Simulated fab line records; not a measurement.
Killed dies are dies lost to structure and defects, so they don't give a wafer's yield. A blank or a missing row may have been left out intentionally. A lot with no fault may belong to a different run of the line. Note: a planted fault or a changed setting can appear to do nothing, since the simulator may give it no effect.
Comparing a struck lot with a sound one | flow gf180mcu | 18 out of 602 route steps
Sound: the wafers L235.3, L235.4, L235.6. Wafers L247.1, L247.2, L247.6 were the ones struck. The cause is given at the end.
Each step with rows lists, per side, the tool, then ch with its chambers, then its first start. Under that, the readings that differ: sound wafers | struck wafers | difference of the means | sigmas: that difference in standard deviations of wafers without a fault.
alike: readings with means less than 2 such deviations apart, plus words and numbers identical on both sides. not compared: withheld readings, readings lacking a value on some wafer, bounds such as >300 that could conceal the same value, and numbers that have no deviation in the record and whose values overlap.
The two part at a step that has a row with sigmas, a row that says differs or no value, or rows on one side only. When numbers do not overlap yet have no deviation, they are printed without sigmas and do not part them. A reading missing from all wafers of one side parts the sides only when that side holds two or more wafers.

first, 3 steps without rows for these wafers: GF_HV_LDD_EXPOSE_16 (exposes mask Pplus LV AREA, target cd 400 nm); GF_HV_LDD_PEB_17; GF_HV_LDD_DEVELOP_18 (develop time 60 s).
GF_HV_LDD_CD_MEAS_19 targets a cd of 400 nm.
  struck on cdSem-02, day 16 18:00; sound on cdSem-01, day 12 16:08
  alike: cdNm
GF_HV_LDD_OVL_MEAS_20:
  struck on overlay-02, day 16 18:07; sound on overlay-01, day 12 16:14
  alike: HV_LDD_01_OVL
next, for these wafers, 1 step has no rows: GF_HV_LDD_IMPLANT_21.
GF_HV_LDD_STRIP_22: strips in O2/N2.
  sound on plasmaAsher-01 ch 0,1, day 12 16:26; struck on plasmaAsher-03 ch 0,1, day 16 18:18
  alike: drypumpMotorCurrentA, heaterPowerW, oesProductAu, stripTimeToEndpointS
  not compared: rfHoursCounterH
GF_HV_LDD_TW_MEAS_23:
  struck on filmMetro-04, day 16 18:24; sound on filmMetro-04, day 12 16:31
  alike: HV_LDD_2_TW
then, 4 steps without rows for these wafers: GF_HV_LDD_DEHYDRATE_24 (time 60 s); GF_HV_LDD_HMDS_25 (prime time 60 s); GF_HV_LDD_COAT_26 (resist thk 1000 nm); GF_HV_LDD_SOFTBAKE_27 (time 60 s).
GF_HV_LDD_EXPOSE_28: exposes mask Nplus HV AREA, target cd 400 nm.
  sound on ilineStepper-01 ch 0, day 13 02:56; struck on ilineStepper-02 ch 0, day 17 05:46
reading                      | sound                      | struck               | difference | sigmas
model.HV_LDD.overlayXNm (nm) | -0.01008 -0.01008 -0.01008 | -113.3 -113.3 -113.3 | -113.3     | 
  alike: mask, focusOffsetNm, stageVelMmS
then, 2 steps without rows for these wafers: GF_HV_LDD_PEB_29; GF_HV_LDD_DEVELOP_30 (develop time 60 s).
GF_HV_LDD_CD_MEAS_31 targets a cd of 400 nm.
  struck on cdSem-01, day 17 17:23; sound on cdSem-02, day 13 12:41
  alike: cdNm
GF_HV_LDD_OVL_MEAS_32:
  struck on overlay-01, day 17 17:31; sound on overlay-02, day 13 12:47
reading            | sound          | struck               | difference | sigmas
HV_LDD_02_OVL (nm) | -0.1 -0.5 -0.8 | -112.5 -114.7 -113.9 | -113.2     | -75
next, for these wafers, 1 step has no rows: GF_HV_LDD_IMPLANT_33.

WHERE THEY PART
Only at GF_HV_LDD_OVL_MEAS_32, within this record.

WHY: whatever the simulator had introduced
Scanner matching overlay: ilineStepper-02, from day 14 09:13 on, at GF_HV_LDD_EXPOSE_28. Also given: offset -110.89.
